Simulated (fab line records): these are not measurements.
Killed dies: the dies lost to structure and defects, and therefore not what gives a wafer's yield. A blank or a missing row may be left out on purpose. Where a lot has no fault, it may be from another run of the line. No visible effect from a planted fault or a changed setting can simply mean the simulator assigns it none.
A single fault, viewed from 2 desks / flow sky130 / only its own numbers are on each desk; what lay behind them is given at the end

## FOR THE TOOL OWNER'S DESK: plasma_asher-02
The tool's own readings at SKY_LDD_HVN_STRIP_09 (strips in O2/N2): means of the sampled wafers that have a number, for each lot that ran on this tool. Any lot whose mean is over 4 standard deviations away from the usual mean is out of limits and marked OUT; that distance is given in the brackets.
Columns: A = drypump_motor_current_A at SKY_LDD_HVN_STRIP_09, usual 5.8 A; B = oes_product_au at SKY_LDD_HVN_STRIP_09, usual 0.408 a.u.; C = strip_time_to_endpoint_s at SKY_LDD_HVN_STRIP_09, usual 4.130 s
lot=L582; first seen here=day 21 17:37; A=5.6; B=0.406; C=4.125
lot=L583; first seen here=day 21 21:47; A=5.6; B=0.408; C=4.121
lot=L588; first seen here=day 23 17:02; A=5.8; B=0.411; C=4.125
lot=L589; first seen here=day 23 21:13; A=5.8; B=0.408; C=4.121
lot=L604; first seen here=day 28 15:31; A=5.7; B=0.409; C=4.116
lot=L603; first seen here=day 28 20:43; A=5.6; B=0.407; C=4.130
Result from this desk: across the 6 lots, nothing is out of limits.

## THE METROLOGY DESK
What the gauges read, lot by lot, whatever tool the lot ran on: means of the sampled wafers that have a number. Any lot whose mean is over 4 standard deviations away from the usual mean is out of limits and marked OUT; that distance is given in the brackets.
Columns: A = VIA3_W_RS at SKY_VIA3_RS_MEAS_22, usual 0.294 ohm/sq
lot=L582; first seen here=day 41 04:12; A=0.296
lot=L583; first seen here=day 41 06:37; A=0.291
lot=L584; first seen here=day 41 21:06; A=0.292
lot=L586; first seen here=day 42 01:17; A=0.290
lot=L588; first seen here=day 42 18:49; A=0.295
lot=L589; first seen here=day 42 21:55; A=0.296
lot=L593; first seen here=day 43 22:29; A=0.294
lot=L594; first seen here=day 44 08:03; A=0.293
lot=L595; first seen here=day 44 13:13; A=0.290
lot=L596; first seen here=day 44 19:43; A=0.291
lot=L604; first seen here=day 46 05:35; A=0.295
lot=L603; first seen here=day 46 10:25; A=0.299
Result from this desk: across the 12 lots, nothing is out of limits.

## BROUGHT TOGETHER
The tool owner's desk saw nothing out of limits.
The metrology desk saw nothing out of limits.

## WHAT WAS PUT IN BY THE SIMULATOR
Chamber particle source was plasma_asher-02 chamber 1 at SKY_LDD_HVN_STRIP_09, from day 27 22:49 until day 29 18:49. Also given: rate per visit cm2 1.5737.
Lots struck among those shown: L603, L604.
